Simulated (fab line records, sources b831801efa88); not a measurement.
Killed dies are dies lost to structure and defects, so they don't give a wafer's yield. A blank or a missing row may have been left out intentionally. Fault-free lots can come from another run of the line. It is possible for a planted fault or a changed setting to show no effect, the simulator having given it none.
8D (eight disciplines) problem report, filled in by code / flow sky130 / the parts of the form that need people (team, actions taken, sign-off) are left out

== 1. THE ISSUE ==
runLengthS at SKY_FIELD_ISO_ETCH_14 reads a mean of 108.7 s on 4 wafers of 3 lots; wafers without a fault read 74.3 s with a standard deviation of 0.38. That puts it +90 standard deviations away from the usual mean.
The step: etches BARC in N2/H2, stops on SiO2, time 45.9 s, target depth 60 nm.
Seen first at day 5 15:21 on rieDiel-03, wafer L598.1. Wafers with a number at this step in the record: 34, from 12 lots. By rule, "out" or "out of limits" means more than 4 standard deviations away from the usual mean. All remaining wafers that have a number are taken as sound.

== 2. WHAT IT IS, AND WHAT IT ISN'T ==
question=which readings at this step | is=runLengthS, oesProductAu | is not=drypumpMotorCurrentA
question=which lots | is=L598, L599, L604 | is not=L582, L583, L584, L585, L586, L588, L593, L595, L605
question=which wafers of those lots | is=L598.1, L599.1, L599.2, L604.2 | is not=L598.4, L604.4, L604.6
question=read on which tools | is=rieDiel-03 | is not=rieDiel-01, rieDiel-04
question=when | is=from day 5 15:21 | is not=up to then (25 sound wafers); but 5 sound wafers of L604, L605 came after

== 3. WHAT RULES OUT EACH SUSPECT ==
Counting: if a tool at a process step up to the reading ran every lot that is out, it stays a suspect. Sound lots after the first of them don't rule it out here, since some wafers of a struck lot are sound.
- rieDiel-03 at SKY_FIELD_ISO_ETCH_14 (etches BARC in N2/H2, stops on SiO2, time 45.9 s, target depth 60 nm): kept. It processed each lot that is out (first: L598, day 5 15:21); up to then, its last sound lot is L595 (day 4 23:28). Its own oesProductAu, runLengthS readings are out on those wafers.
Remaining after the count: rieDiel-03 at SKY_FIELD_ISO_ETCH_14.

== 4. THE CAUSE (what the simulator had put in) ==
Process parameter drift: rieDiel-03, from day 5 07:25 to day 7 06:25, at SKY_FIELD_ISO_ETCH_14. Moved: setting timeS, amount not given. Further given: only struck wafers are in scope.
This tool alone remained once counting was done.

== 5. THE CHAIN OF EFFECTS, in route order ==
One row per reading whose mean, taken over the struck wafers that have a number, lies over 3 standard deviations from the usual. Only readings for which the record gives a usual standard deviation are gone through. hours: the time from each lot's start at the first step in this table that gives one to its start at this step, as a median over the lots. sigmas: the change in usual standard deviations.
hours=0; step=SKY_FIELD_ISO_ETCH_14; reading=oesProductAu; usual=0.856 a.u.; on struck wafers=0.651; change=-0.205; sigmas=-42
hours=0; step=SKY_FIELD_ISO_ETCH_14; reading=runLengthS; usual=74.3 s; on struck wafers=108.7; change=+34.4; sigmas=+90
hours=0; step=SKY_FIELD_ISO_STRIP_16; reading=oesProductAu; usual=0.378 a.u.; on struck wafers=0.361; change=-0.017; sigmas=-3.4
hours=0; step=SKY_FIELD_ISO_STRIP_16; reading=stripTimeToEndpointS; usual=3.54 s; on struck wafers=3.17; change=-0.37; sigmas=-11
Process steps it contains:
- SKY_FIELD_ISO_ETCH_14: etches BARC in N2/H2, stops on SiO2, time 45.9 s, target depth 60 nm.
- SKY_FIELD_ISO_STRIP_16: strips in O2/N2.
At these later measuring or inspecting steps, every struck wafer for which the step has a row has a number for every such reading, and none has moved that far: SKY_VIA1_OVL_MEAS_13.

== 6. HOW IT WOULD HAVE BEEN CAUGHT EARLIER ==
8 hours passed between the start of the fault at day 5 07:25 and the first reading out of limits in this record, taken at day 5 15:21.
